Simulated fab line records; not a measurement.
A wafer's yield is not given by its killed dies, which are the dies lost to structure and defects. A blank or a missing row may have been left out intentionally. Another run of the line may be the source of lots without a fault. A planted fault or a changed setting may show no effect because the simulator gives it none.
fab line records + flow gf180mcu
[record]
- lots = 12
- wafers = 36
- last_day = 34
route steps=602 shown CONTACT@289 M1@315
lots with no fault: from the same line, run without faults
start_h: hours from the record's opening day to when the first of the lot's shown wafers began + wait_h: hours elapsed since this lot's preceding step + " identical to the entry in the row above + L1.1+2: a single row standing in for several wafers + - no value present, or no start provided + * or withheld: withheld + < > ~ a bound
route shown NAME@n: names a module that has steps shown in the file, with the first one's number in the route + usual: mean and standard deviation over wafers with no fault + same: alike in all rows + chamber/n: place in a boat + sites: the reading at each site + _std_site: the values' standard deviation + _edge_site: inner sites' mean taken away from outer sites' mean + radius_mm: for every site, how far away it sits from the centre of the wafer + mask NAME#n: copy n + behind: tool/chamber where the wafer was last shaped + hold: why the lot went on hold/how many hours it stayed there/how the hold came to an end + device: whichever transistor did not switch (one of n, p or np) + end of line: tests run on the same wafers once the route is complete + a step given without rows: its recipe and nothing more + killed: the dies lost at the first sort to structure and to defects; this is not the yield of the wafer + map: shows each die of a wafer: x if killed, . if not, _ if none is there
set.NAME: the setting the step ran with; set.NAME@STEP: the setting that earlier step ran with + model.NAME: the simulator's own value behind a step, which no gauge read
route steps across a sampled set of lots; one table per step, one row per wafer
services: the hour from which a tool's chamber was out of use, counted from the record's first day as start_h (under 0 if before that day), plus the number of hours and why
[[steps]]
[step GF_CONTACT_CVD_02]
[recipe]
- material = SiO2
- target_thk_nm = 860
- precursor = TEOS
- temp_c = 400
- time_s = 95.992
- rf_w = 600
[usual]
- heater_power_w = 654/83
[same]
- time_s = 95.992
| lot.wafer | tool     | chamber | start_h | wait_h | heater_power_w |
|-----------|----------|---------|---------|--------|----------------|
| L468.1    | pecvd-04 | 2       | 358.16  | 0.1    | 707            |
| L468.4    | "        | 1       | "       | "      | 585            |
| L468.6    | "        | 2       | "       | "      | 722            |
| L469.1    | pecvd-04 | 1       | 364.26  | 0.1    | 513            |
| L469.2    | "        | 0       | "       | "      | 821            |
| L469.6    | "        | 1       | "       | "      | 561            |
| L470.2    | pecvd-02 | 1       | 369.92  | 0.0    | 717            |
| L470.3    | "        | 0       | "       | "      | 647            |
| L470.6    | "        | 0       | "       | "      | 691            |
| L472.4    | pecvd-04 | 0       | 387.15  | 0.1    | 811            |
| L472.5    | "        | 1       | "       | "      | 632            |
| L472.6    | "        | 2       | "       | "      | 664            |
| L473.2    | pecvd-01 | 0       | 398.99  | 0.0    | 527            |
| L473.4    | "        | 0       | "       | "      | 578            |
| L473.6    | "        | 2       | "       | "      | 693            |
| L475.1    | pecvd-02 | 1       | 422.24  | 0.1    | 626            |
| L475.4    | "        | 0       | "       | "      | 553            |
| L475.5    | "        | 2       | "       | "      | 665            |
| L479.1    | pecvd-02 | 1       | 454.63  | 0.1    | 788            |
| L479.3    | "        | 0       | "       | "      | 667            |
| L479.5    | "        | 1       | "       | "      | 641            |
| L480.2    | pecvd-04 | 0       | 462.41  | 0.0    | 854            |
| L480.4    | "        | 1       | "       | "      | 630            |
| L480.5    | "        | 2       | "       | "      | 685            |
| L481.4    | pecvd-01 | 2       | 467.82  | 0.1    | 674            |
| L481.5    | "        | 0       | "       | "      | 616            |
| L481.6    | "        | 1       | "       | "      | 520            |
| L485.1    | pecvd-04 | 0       | 502.24  | 0.1    | 830            |
| L485.3    | "        | 1       | "       | "      | 573            |
| L485.4    | "        | 0       | "       | "      | 657            |
| L486.3    | pecvd-01 | 0       | 514.76  | 0.0    | 554            |
| L486.4    | "        | 2       | "       | "      | 603            |
| L486.5    | "        | 1       | "       | "      | 644            |
| L487.1    | pecvd-01 | 1       | 518.44  | 0.1    | 578            |
| L487.5    | "        | 0       | "       | "      | 591            |
| L487.6    | "        | 1       | "       | "      | 627            |
[step GF_CONTACT_ETCH_16]
[recipe]
- chemistry = N2/H2
- target_depth_a = withheld
- overetch_a = withheld
- time_s = withheld
- target = BARC
- ion_energy_ev = 200
- source_w = 500
- bias_w = 100
- pressure_mtorr = 30
- n2_flow_sccm = 100
- h2_flow_sccm = 200
[usual]
- drypump_motor_current_A = 6.04/0.14
- h2_flow_sccm = 200.0/0.69
- oes_product_au = 0.855/0.0052
- throttle_valve_pct = 13.225/0.0088
| lot.wafer | tool        | chamber | start_h | wait_h | drypump_motor_current_A | h2_flow_sccm | oes_product_au | throttle_valve_pct |
|-----------|-------------|---------|---------|--------|-------------------------|--------------|----------------|--------------------|
| L468.1    | rie_diel-02 | 0       | 380.94  | 0.0    | 5.98                    | 199.7        | 0.854          | 13.214             |
| L468.4    | "           | 3       | "       | "      | 5.88                    | 199.6        | 0.853          | 13.236             |
| L468.6    | "           | 3       | "       | "      | 5.87                    | 200.4        | 0.854          | 13.238             |
| L469.1    | rie_diel-03 | 2       | 386.79  | 0.0    | 5.98                    | 199.4        | 0.857          | 13.233             |
| L469.2    | "           | 0       | "       | "      | 5.89                    | 200.4        | 0.855          | 13.214             |
| L469.6    | "           | 3       | "       | "      | 6.32                    | 201.5        | 0.864          | 13.214             |
| L470.2    | rie_diel-03 | 3       | 392.92  | 0.0    | 6.29                    | 200.1        | 0.861          | 13.223             |
| L470.3    | "           | 2       | "       | "      | 5.96                    | 200.7        | 0.852          | 13.215             |
| L470.6    | "           | 3       | "       | "      | 6.30                    | 199.9        | 0.861          | 13.235             |
| L472.4    | rie_diel-01 | 3       | 411.23  | 0.0    | 6.18                    | 199.7        | 0.854          | 13.231             |
| L472.5    | "           | 1       | "       | "      | 5.82                    | 200.1        | 0.858          | 13.222             |
| L472.6    | "           | 0       | "       | "      | 5.92                    | 199.9        | 0.849          | 13.212             |
| L473.2    | rie_diel-02 | 3       | 422.99  | 0.0    | 5.91                    | 200.2        | 0.852          | 13.205             |
| L473.4    | "           | 1       | "       | "      | 6.09                    | 199.3        | 0.850          | 13.231             |
| L473.6    | "           | 2       | "       | "      | 6.20                    | 201.6        | 0.857          | 13.221             |
| L475.1    | rie_diel-02 | 2       | 447.32  | 0.0    | 6.15                    | 199.5        | 0.865          | 13.216             |
| L475.4    | "           | 1       | "       | "      | 6.10                    | 200.0        | 0.853          | 13.239             |
| L475.5    | "           | 1       | "       | "      | 6.10                    | 200.3        | 0.853          | 13.228             |
| L479.1    | rie_diel-01 | 0       | 479.68  | 0.0    | 5.89                    | 200.2        | 0.851          | 13.240             |
| L479.3    | "           | 1       | "       | "      | 5.82                    | 199.8        | 0.857          | 13.233             |
| L479.5    | "           | 0       | "       | "      | 5.87                    | 203.5        | 0.853          | 13.243             |
| L480.2    | rie_diel-03 | 3       | 491.28  | 0.0    | 6.32                    | 200.6        | 0.862          | 13.230             |
| L480.4    | "           | 1       | "       | "      | 6.02                    | 199.6        | 0.856          | 13.227             |
| L480.5    | "           | 3       | "       | "      | 6.29                    | 199.1        | 0.852          | 13.220             |
| L481.4    | rie_diel-02 | 3       | 492.84  | 0.0    | 5.90                    | 200.7        | 0.852          | 13.222             |
| L481.5    | "           | 3       | "       | "      | 5.89                    | 200.4        | 0.853          | 13.231             |
| L481.6    | "           | 2       | "       | "      | 6.15                    | 200.0        | 0.856          | 13.236             |
| L485.1    | rie_diel-03 | 0       | 525.73  | 0.0    | 5.90                    | 199.1        | 0.864          | 13.230             |
| L485.3    | "           | 1       | "       | "      | 6.01                    | 199.5        | 0.851          | 13.232             |
| L485.4    | "           | 3       | "       | "      | 6.33                    | 200.5        | 0.852          | 13.246             |
| L486.3    | rie_diel-02 | 2       | 538.47  | 0.0    | 6.16                    | 200.0        | 0.864          | 13.227             |
| L486.4    | "           | 3       | "       | "      | 5.91                    | 199.1        | 0.857          | 13.229             |
| L486.5    | "           | 3       | "       | "      | 5.85                    | 200.0        | 0.852          | 13.229             |
| L487.1    | rie_diel-01 | 1       | 542.53  | 0.0    | 5.84                    | 200.9        | 0.854          | 13.201             |
| L487.5    | "           | 3       | "       | "      | 6.19                    | 199.2        | 0.857          | 13.208             |
| L487.6    | "           | 0       | "       | "      | 5.83                    | 200.5        | 0.856          | 13.226             |
[step GF_CONTACT_CVD_24]
[recipe]
- material = W
- target_thk_nm = 300
- time_s = 90.339
- temp_c = 400
- pressure_torr = 40
[usual]
- heater_power_w = 909/68
[same]
- time_s = 90.339
| lot.wafer | tool     | chamber | start_h | wait_h | heater_power_w |
|-----------|----------|---------|---------|--------|----------------|
| L468.1    | cvd_w-01 | 0       | 381.52  | 0.0    | 950            |
| L468.4    | "        | 1       | "       | "      | 825            |
| L468.6    | "        | 1       | "       | "      | 802            |
| L469.1    | cvd_w-01 | 0       | 387.36  | 0.0    | 981            |
| L469.2    | "        | 1       | "       | "      | 819            |
| L469.6    | "        | 1       | "       | "      | 797            |
| L470.2    | cvd_w-01 | 1       | 393.49  | 0.0    | 793            |
| L470.3    | "        | 1       | "       | "      | 804            |
| L470.6    | "        | 1       | "       | "      | 804            |
| L472.4    | cvd_w-01 | 1       | 411.88  | 0.1    | 820            |
| L472.5    | "        | 0       | "       | "      | 957            |
| L472.6    | "        | 1       | "       | "      | 814            |
| L473.2    | cvd_w-01 | 0       | 423.55  | 0.0    | 959            |
| L473.4    | "        | 0       | "       | "      | 986            |
| L473.6    | "        | 0       | "       | "      | 927            |
| L475.1    | cvd_w-02 | 1       | 447.90  | 0.0    | 914            |
| L475.4    | "        | 1       | "       | "      | 916            |
| L475.5    | "        | 0       | "       | "      | 974            |
| L479.1    | cvd_w-01 | 1       | 480.25  | 0.0    | 812            |
| L479.3    | "        | 0       | "       | "      | 942            |
| L479.5    | "        | 1       | "       | "      | 818            |
| L480.2    | cvd_w-02 | 1       | 491.85  | 0.0    | 920            |
| L480.4    | "        | 0       | "       | "      | 984            |
| L480.5    | "        | 0       | "       | "      | 984            |
| L481.4    | cvd_w-02 | 0       | 493.43  | 0.1    | 985            |
| L481.5    | "        | 1       | "       | "      | 909            |
| L481.6    | "        | 0       | "       | "      | 968            |
| L485.1    | cvd_w-02 | 0       | 526.40  | 0.0    | 969            |
| L485.3    | "        | 1       | "       | "      | 895            |
| L485.4    | "        | 0       | "       | "      | 968            |
| L486.3    | cvd_w-02 | 1       | 539.07  | 0.1    | 914            |
| L486.4    | "        | 0       | "       | "      | 972            |
| L486.5    | "        | 0       | "       | "      | 986            |
| L487.1    | cvd_w-01 | 0       | 543.10  | 0.0    | 953            |
| L487.5    | "        | 0       | "       | "      | 977            |
| L487.6    | "        | 1       | "       | "      | 830            |
[step GF_M1_SPUTTER_00]
[recipe]
- material = Ti
- target_thk_nm = 37.5
- arriving_ion_energy_ev = 80
- substrate_temp_c = 200
- chamber_pressure_pa = 2
- power_w = 4000
- time_s = 150
[usual]
- cathode_dc_power_W = 4000.0/0.62
- chamber_pressure_pa = 2.000/0.0043
- throttle_valve_pct = 30.2/0.98
- time_s = 150/0
| lot.wafer | tool           | chamber | start_h | wait_h | cathode_dc_power_W | chamber_pressure_pa | throttle_valve_pct | time_s |
|-----------|----------------|---------|---------|--------|--------------------|---------------------|--------------------|--------|
| L468.1    | pvd_sputter-04 | -       | 382.10  | 0.1    | 3999.4             | 2.001               | 29.5               | 150    |
| L468.4    | "              | -       | "       | "      | 4001.1             | 2.004               | 29.8               | 150    |
| L468.6    | "              | -       | "       | "      | 4000.3             | 2.007               | 29.7               | 150    |
| L469.1    | pvd_sputter-02 | -       | 387.94  | 0.1    | 4000.2             | 2.003               | 29.2               | 150    |
| L469.2    | "              | -       | "       | "      | 4000.1             | 2.000               | 32.0               | 150    |
| L469.6    | "              | -       | "       | "      | 4000.8             | 1.998               | 31.5               | 150    |
| L470.2    | pvd_sputter-04 | -       | 394.07  | 0.1    | 4000.3             | 2.000               | 29.7               | 150    |
| L470.3    | "              | -       | "       | "      | 3999.6             | 2.003               | 29.6               | 150    |
| L470.6    | "              | -       | "       | "      | 3999.6             | 1.998               | 31.2               | 150    |
| L472.4    | pvd_sputter-01 | -       | 412.43  | 0.1    | -                  | -                   | -                  | -      |
| L472.5    | "              | -       | "       | "      | -                  | -                   | -                  | -      |
| L472.6    | "              | -       | "       | "      | -                  | -                   | -                  | -      |
| L473.2    | pvd_sputter-04 | -       | 424.13  | 0.1    | -                  | -                   | -                  | -      |
| L473.4    | "              | -       | "       | "      | -                  | -                   | -                  | -      |
| L473.6    | "              | -       | "       | "      | -                  | -                   | -                  | -      |
| L475.1    | pvd_sputter-02 | -       | 448.48  | 0.1    | 4000.3             | 1.993               | 31.6               | 150    |
| L475.4    | "              | -       | "       | "      | 3999.8             | 2.000               | 29.0               | 150    |
| L475.5    | "              | -       | "       | "      | 3999.6             | 1.999               | 29.2               | 150    |
| L479.1    | pvd_sputter-02 | -       | 480.83  | 0.2    | 4000.6             | 1.998               | 29.5               | 150    |
| L479.3    | "              | -       | "       | "      | 4000.5             | 2.002               | 29.1               | 150    |
| L479.5    | "              | -       | "       | "      | 4000.6             | 2.001               | 32.0               | 150    |
| L480.2    | pvd_sputter-02 | -       | 492.43  | 0.2    | 4000.6             | 2.007               | 29.2               | 150    |
| L480.4    | "              | -       | "       | "      | 3999.5             | 1.999               | 28.9               | 150    |
| L480.5    | "              | -       | "       | "      | 4001.0             | 2.006               | 29.0               | 150    |
| L481.4    | pvd_sputter-01 | -       | 494.04  | 0.1    | 4000.3             | 2.003               | 28.7               | 150    |
| L481.5    | "              | -       | "       | "      | 4000.2             | 1.994               | 30.3               | 150    |
| L481.6    | "              | -       | "       | "      | 3999.1             | 2.008               | 30.5               | 150    |
| L485.1    | pvd_sputter-04 | -       | 526.98  | 0.1    | 4000.5             | 2.007               | 29.7               | 150    |
| L485.3    | "              | -       | "       | "      | 4000.8             | 2.005               | 31.1               | 150    |
| L485.4    | "              | -       | "       | "      | 3999.5             | 2.002               | 29.6               | 150    |
| L486.3    | pvd_sputter-02 | -       | 539.61  | 0.2    | 4000.1             | 1.997               | 29.2               | 150    |
| L486.4    | "              | -       | "       | "      | 3998.8             | 2.002               | 31.7               | 150    |
| L486.5    | "              | -       | "       | "      | 3999.7             | 1.996               | 29.2               | 150    |
| L487.1    | pvd_sputter-04 | -       | 543.70  | 0.1    | 3999.8             | 2.002               | 29.8               | 150    |
| L487.5    | "              | -       | "       | "      | 4000.0             | 2.004               | 29.5               | 150    |
| L487.6    | "              | -       | "       | "      | 3999.4             | 1.993               | 29.8               | 150    |
[[services]]
| tool           | chamber | start_h | hours | kind           |
|----------------|---------|---------|-------|----------------|
| rie_diel-02    | 2       | 334.26  | -     | clean          |
| rie_diel-02    | 2       | 334.26  | 29.0  | scheduled_down |
| rie_diel-02    | 2       | 334.26  | 29.0  | vent_cycle     |
| pecvd-04       | 1       | 336.09  | 18.2  | repair         |
| rie_diel-02    | 1       | 343.63  | 4.1   | repair         |
| rie_diel-01    | 3       | 349.70  | 5.2   | repair         |
| pecvd-02       | -       | 356.14  | 2.6   | repair         |
| pecvd-04       | -       | 368.88  | 14.0  | pm             |
| cvd_w-02       | -       | 390.00  | 14.0  | pm             |
| pecvd-01       | 1       | 392.25  | 7.5   | repair         |
| rie_diel-01    | 3       | 395.75  | 5.3   | repair         |
| cvd_w-02       | 0       | 399.59  | 12.8  | repair         |
| pecvd-01       | -       | 400.89  | 16.7  | repair         |
| cvd_w-02       | 1       | 407.23  | 6.4   | repair         |
| pvd_sputter-01 | -       | 426.73  | 2.6   | repair         |
| rie_diel-03    | 2       | 459.21  | 47.9  | repair         |
| pvd_sputter-01 | -       | 462.37  | 2.0   | repair         |
| cvd_w-02       | 1       | 469.68  | 3.2   | repair         |
| pvd_sputter-01 | -       | 485.51  | 6.0   | repair         |
| pecvd-02       | -       | 499.83  | 14.6  | pm             |
| pecvd-04       | -       | 504.65  | 2.9   | repair         |
| rie_diel-03    | 0       | 512.45  | 5.3   | repair         |
| rie_diel-02    | -       | 514.42  | 2.8   | pm             |
| pvd_sputter-01 | -       | 539.14  | 2.1   | repair         |
[[key]]
[first_sign]
- step = GF_M1_SPUTTER_00
- reading = tool_record
- direction = missing
effect none on later readings
met_at GF_M1_SPUTTER_00
struck_lots L472,L473
not_acting_at GF_CONTACT_CVD_02,GF_CONTACT_ETCH_16,GF_CONTACT_CVD_24
onset_between 394.07 412.43
[fault]
- kind = skipped_step_whole
- tool = pvd_sputter-01,pvd_sputter-02,pvd_sputter-04
- chamber = -
- onset_h = 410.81
- steps = GF_M1_SPUTTER_00
- scope = struck_lots_only
